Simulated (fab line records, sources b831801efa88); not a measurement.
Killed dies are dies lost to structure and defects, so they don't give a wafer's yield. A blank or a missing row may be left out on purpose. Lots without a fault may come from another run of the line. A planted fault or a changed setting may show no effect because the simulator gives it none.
Chamber matching | flow gf180mcu | GF_PASSIVATION_CVD_02 on pecvd-01: 3 sister chambers
The step deposits Si3N4, target thk 700 nm, time 486.18 s. 3 wafers are shown with their chamber, then 8 later ones without.

WAFERS WITH THEIR CHAMBER
wafer  | chamber | heater_power_outer_w (W)
L086.1 | 0       | 439
L086.4 | 2       | 270
L089.1 | 1       | 447

WAFERS WITHOUT THEIR CHAMBER
wafer  | heater_power_outer_w (W)
L089.2 | 391
L089.5 | 323
L093.1 | 493
L093.2 | 319
L093.3 | 359
L096.1 | 412
L096.5 | 327
L096.6 | 527

WHICH CHAMBER EACH WENT THROUGH
wafer  | from the rows above          | in truth
L089.2 | can't be placed: 0 or 1 or 2 | 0
L089.5 | can't be placed: 2 or 0 or 1 | 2
L093.1 | can't be placed: 1 or 0      | 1
L093.2 | can't be placed: 2 or 0 or 1 | 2
L093.3 | can't be placed: 0 or 1 or 2 | 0
L096.1 | can't be placed: 0 or 1      | 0
L096.5 | can't be placed: 2 or 0 or 1 | 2
L096.6 | can't be placed: 1 or 0      | 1
Placed correctly: 0 of 8. Can't be placed from these rows: 8 (the true chamber is among the candidates in 8). Placed wrongly: 0.
How it was worked out, from the rows above alone: a wafer's distance from a chamber is the root of the sum, over the readings, of the square of ((its reading less the chamber's mean) divided by the reading's scatter). The wafer belongs to the nearest chamber; if the next one is less than 2 further off, it can't be placed. A chamber's mean is the mean of its shown wafers. The scatter: with one shown wafer a chamber, the root of the mean of the squares of how far each hidden wafer lies from its nearest shown one.
